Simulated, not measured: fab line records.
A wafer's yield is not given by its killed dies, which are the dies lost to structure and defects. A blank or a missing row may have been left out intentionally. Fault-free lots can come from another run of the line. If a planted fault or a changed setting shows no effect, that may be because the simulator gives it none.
Which tool is to blame? :: flow sky130 :: 33 wafers from 11 lots sampled at 5 of the route's 708 steps

## WHAT EACH GAUGE READ, for each wafer
SKY_LOCAL_INTERCONNECT_OVL_MEAS_12.
lot: L983
measured: day 30 12:27
on: overlay-02
LOCAL_INTERCONNECT_OVL (nm): -3 -4 -1

lot: L987
measured: day 31 22:42
on: overlay-02
LOCAL_INTERCONNECT_OVL (nm): -12 -14 -9

lot: L990
measured: day 33 00:59
on: overlay-01
LOCAL_INTERCONNECT_OVL (nm): -3 2 5

lot: L991
measured: day 33 06:39
on: overlay-01
LOCAL_INTERCONNECT_OVL (nm): -2 -6 0

lot: L998
measured: day 36 05:34
on: overlay-01
LOCAL_INTERCONNECT_OVL (nm): 0 -2 1

lot: L100
measured: day 36 05:55
on: overlay-02
LOCAL_INTERCONNECT_OVL (nm): -4 -3 -6

lot: L999
measured: day 36 06:49
on: overlay-01
LOCAL_INTERCONNECT_OVL (nm): 5 1 1

lot: L101
measured: day 36 14:14
on: overlay-01
LOCAL_INTERCONNECT_OVL (nm): -2 -1 6

lot: L102
measured: day 36 15:31
on: overlay-01
LOCAL_INTERCONNECT_OVL (nm): -8 -3 -5

lot: L105
measured: day 37 17:28
on: overlay-02
LOCAL_INTERCONNECT_OVL (nm): 0 -3 -5

lot: L106
measured: day 37 19:12
on: overlay-02
LOCAL_INTERCONNECT_OVL (nm): 0 -5 6

SKY_VIA1_THK_MEAS_01.
lot: L983
measured: day 32 22:52
on: film_metro-02
VIA1_HDPCVD_THK (nm): 1049 1048 1041

lot: L987
measured: day 34 08:28
on: film_metro-03
VIA1_HDPCVD_THK (nm): 863 856 882 862 856 884

lot: L990
measured: day 35 10:35
on: film_metro-01
VIA1_HDPCVD_THK (nm): 860 859 870 860 859 869

lot: L991
measured: day 35 15:02
on: film_metro-03
VIA1_HDPCVD_THK (nm): 868 864 854 867 863 854

lot: L998
measured: day 38 13:12
on: film_metro-03
VIA1_HDPCVD_THK (nm): 1011 1017 1017

lot: L100
measured: day 38 13:31
on: film_metro-03
VIA1_HDPCVD_THK (nm): 1042 1041 1043

lot: L999
measured: day 38 14:40
on: film_metro-02
VIA1_HDPCVD_THK (nm): 1036 1013 1026

lot: L101
measured: day 38 22:03
on: film_metro-01
VIA1_HDPCVD_THK (nm): 1023 1034 1031

lot: L102
measured: day 38 23:17
on: film_metro-01
VIA1_HDPCVD_THK (nm): 1029 1036 1030

lot: L105
measured: day 40 00:53
on: film_metro-01
VIA1_HDPCVD_THK (nm): 1000 998 1011

lot: L106
measured: day 40 02:07
on: film_metro-02
VIA1_HDPCVD_THK (nm): 1029 1040 1026

## EACH LOT AND THE TOOL THAT RAN IT (in order: tool; ch and the chambers of the sampled wafers; start)
lot: L983
SKY_METAL1_SPUTTER_04: pvd_sputter-01, day 31 19:03
SKY_METAL1_DESCUM_17: rie_metal-02 ch 0,1, day 32 21:58
SKY_VIA1_HDPCVD_00: hdpcvd-02 ch 1,2, day 32 22:44

lot: L987
SKY_METAL1_SPUTTER_04: pvd_sputter-01, day 33 04:32
SKY_METAL1_DESCUM_17: rie_metal-04 ch 0,1, day 34 07:32
SKY_VIA1_HDPCVD_00: hdpcvd-02 ch 0,1,2, day 34 08:21

lot: L990
SKY_METAL1_SPUTTER_04: pvd_sputter-01, day 34 06:44
SKY_METAL1_DESCUM_17: rie_metal-01 ch 0,1, day 35 09:41
SKY_VIA1_HDPCVD_00: hdpcvd-02 ch 0,1, day 35 10:29

lot: L991
SKY_METAL1_SPUTTER_04: pvd_sputter-01, day 34 11:30
SKY_METAL1_DESCUM_17: rie_metal-02 ch 0,1, day 35 14:08
SKY_VIA1_HDPCVD_00: hdpcvd-02 ch 0,1,2, day 35 14:55

lot: L998
SKY_METAL1_SPUTTER_04: pvd_sputter-03, day 37 10:28
SKY_METAL1_DESCUM_17: rie_metal-04 ch 0,1, day 38 12:14
SKY_VIA1_HDPCVD_00: hdpcvd-02 ch 1,2, day 38 13:05

lot: L100
SKY_METAL1_SPUTTER_04: pvd_sputter-03, day 37 11:16
SKY_METAL1_DESCUM_17: rie_metal-01 ch 0, day 38 12:35
SKY_VIA1_HDPCVD_00: hdpcvd-02 ch 0,1,2, day 38 13:24

lot: L999
SKY_METAL1_SPUTTER_04: pvd_sputter-03, day 37 12:04
SKY_METAL1_DESCUM_17: rie_metal-04 ch 0,1, day 38 13:46
SKY_VIA1_HDPCVD_00: hdpcvd-02 ch 0,1,2, day 38 14:32

lot: L101
SKY_METAL1_SPUTTER_04: pvd_sputter-04, day 37 19:14
SKY_METAL1_DESCUM_17: rie_metal-02 ch 0,1, day 38 21:08
SKY_VIA1_HDPCVD_00: hdpcvd-01 ch 1,2, day 38 21:56

lot: L102
SKY_METAL1_SPUTTER_04: pvd_sputter-03, day 37 20:43
SKY_METAL1_DESCUM_17: rie_metal-04 ch 0,1, day 38 22:23
SKY_VIA1_HDPCVD_00: hdpcvd-02 ch 0,1,2, day 38 23:10

lot: L105
SKY_METAL1_SPUTTER_04: pvd_sputter-03, day 38 22:29
SKY_METAL1_DESCUM_17: rie_metal-04 ch 0,1, day 39 23:59
SKY_VIA1_HDPCVD_00: hdpcvd-01 ch 0,1,2, day 40 00:46

lot: L106
SKY_METAL1_SPUTTER_04: pvd_sputter-01, day 38 23:34
SKY_METAL1_DESCUM_17: rie_metal-02 ch 1, day 40 01:01
SKY_VIA1_HDPCVD_00: hdpcvd-02 ch 0,2, day 40 02:00
- SKY_METAL1_SPUTTER_04: material TiN, target thk 70 nm, time 58.3 s.
- SKY_METAL1_DESCUM_17: chemistry O2, time 8 s.
- SKY_VIA1_HDPCVD_00: deposits SiO2, target thk 1030 nm, time 171.7 s.

## AS READ BY THE TOOLS THEMSELVES (means over the sampled wafers that have a number; for cases with no such wafer, the mark the record gives instead)
SKY_METAL1_SPUTTER_04.
lot: L983
tool: pvd_sputter-01
throttle_valve_pct (%): 31.0

lot: L987
tool: pvd_sputter-01
throttle_valve_pct (%): 31.6

lot: L990
tool: pvd_sputter-01
throttle_valve_pct (%): 30.5

lot: L991
tool: pvd_sputter-01
throttle_valve_pct (%): 31.0

lot: L998
tool: pvd_sputter-03
throttle_valve_pct (%): 30.1

lot: L100
tool: pvd_sputter-03
throttle_valve_pct (%): 32.0

lot: L999
tool: pvd_sputter-03
throttle_valve_pct (%): 30.0

lot: L101
tool: pvd_sputter-04
throttle_valve_pct (%): 31.8

lot: L102
tool: pvd_sputter-03
throttle_valve_pct (%): 30.7

lot: L105
tool: pvd_sputter-03
throttle_valve_pct (%): 30.7

lot: L106
tool: pvd_sputter-01
throttle_valve_pct (%): 30.6

SKY_METAL1_DESCUM_17.
lot: L983
tool: rie_metal-02
drypump_motor_current_A (A): 5.4
oes_product_au (a.u.): 0.995

lot: L987
tool: rie_metal-04
drypump_motor_current_A (A): 6.1
oes_product_au (a.u.): 0.993

lot: L990
tool: rie_metal-01
drypump_motor_current_A (A): 5.6
oes_product_au (a.u.): 1.006

lot: L991
tool: rie_metal-02
drypump_motor_current_A (A): 5.1
oes_product_au (a.u.): 0.999

lot: L998
tool: rie_metal-04
drypump_motor_current_A (A): 6.0
oes_product_au (a.u.): 0.991

lot: L100
tool: rie_metal-01
drypump_motor_current_A (A): 6.4
oes_product_au (a.u.): 0.994

lot: L999
tool: rie_metal-04
drypump_motor_current_A (A): 6.0
oes_product_au (a.u.): 0.995

lot: L101
tool: rie_metal-02
drypump_motor_current_A (A): 5.1
oes_product_au (a.u.): 0.994

lot: L102
tool: rie_metal-04
drypump_motor_current_A (A): 6.0
oes_product_au (a.u.): 0.987

lot: L105
tool: rie_metal-04
drypump_motor_current_A (A): 6.0
oes_product_au (a.u.): 0.986

lot: L106
tool: rie_metal-02
drypump_motor_current_A (A): 5.7
oes_product_au (a.u.): 0.993

SKY_VIA1_HDPCVD_00.
lot: L983
tool: hdpcvd-02
sih4_flow_sccm (sccm): 60.10

lot: L987
tool: hdpcvd-02
sih4_flow_sccm (sccm): 50.96

lot: L990
tool: hdpcvd-02
sih4_flow_sccm (sccm): 51.10

lot: L991
tool: hdpcvd-02
sih4_flow_sccm (sccm): 51.02

lot: L998
tool: hdpcvd-02
sih4_flow_sccm (sccm): 59.95

lot: L100
tool: hdpcvd-02
sih4_flow_sccm (sccm): 59.86

lot: L999
tool: hdpcvd-02
sih4_flow_sccm (sccm): 59.98

lot: L101
tool: hdpcvd-01
sih4_flow_sccm (sccm): 60.18

lot: L102
tool: hdpcvd-02
sih4_flow_sccm (sccm): 60.00

lot: L105
tool: hdpcvd-01
sih4_flow_sccm (sccm): 59.97

lot: L106
tool: hdpcvd-02
sih4_flow_sccm (sccm): 60.00

## THE ANSWER, worked out from the rows above alone
Rule: what is usual is taken from the lots themselves. Put in order of their means at a reading, lots are off if they are a third of the lots or fewer, leave a main group of 4 or more, and stand apart from it by a gap of 3 or more times the standard deviation of the main group's means; of several such gaps the widest counts. A main group is skipped when, at the precision printed for the reading in the tables above, its means are all equal. A lot without any number at a reading at which 4 lots or more have one is off too. All remaining lots with rows at the step are treated as sound. First the gauges in route order, then the tools' own readings, where a lot's mean is used as printed above. The first step at which some lot is off is used, and at that step the reading that is off furthest; a lot without a number counts as furthest.
Off: L987, L990, L991, seen at SKY_VIA1_THK_MEAS_01 (VIA1_HDPCVD_THK). The main group: mean 1028 nm, standard deviation 13.
A tool fits if, at a process step before that reading, it ran every lot that is off, and no sound lot after the first of them. The gauges at SKY_VIA1_THK_MEAS_01 aren't tried: what is off there is off at SKY_VIA1_HDPCVD_00 too, on other tools, and a gauge's error can't cause that. No candidate that was tried fits.

## WHAT THE SIMULATOR PUT IN
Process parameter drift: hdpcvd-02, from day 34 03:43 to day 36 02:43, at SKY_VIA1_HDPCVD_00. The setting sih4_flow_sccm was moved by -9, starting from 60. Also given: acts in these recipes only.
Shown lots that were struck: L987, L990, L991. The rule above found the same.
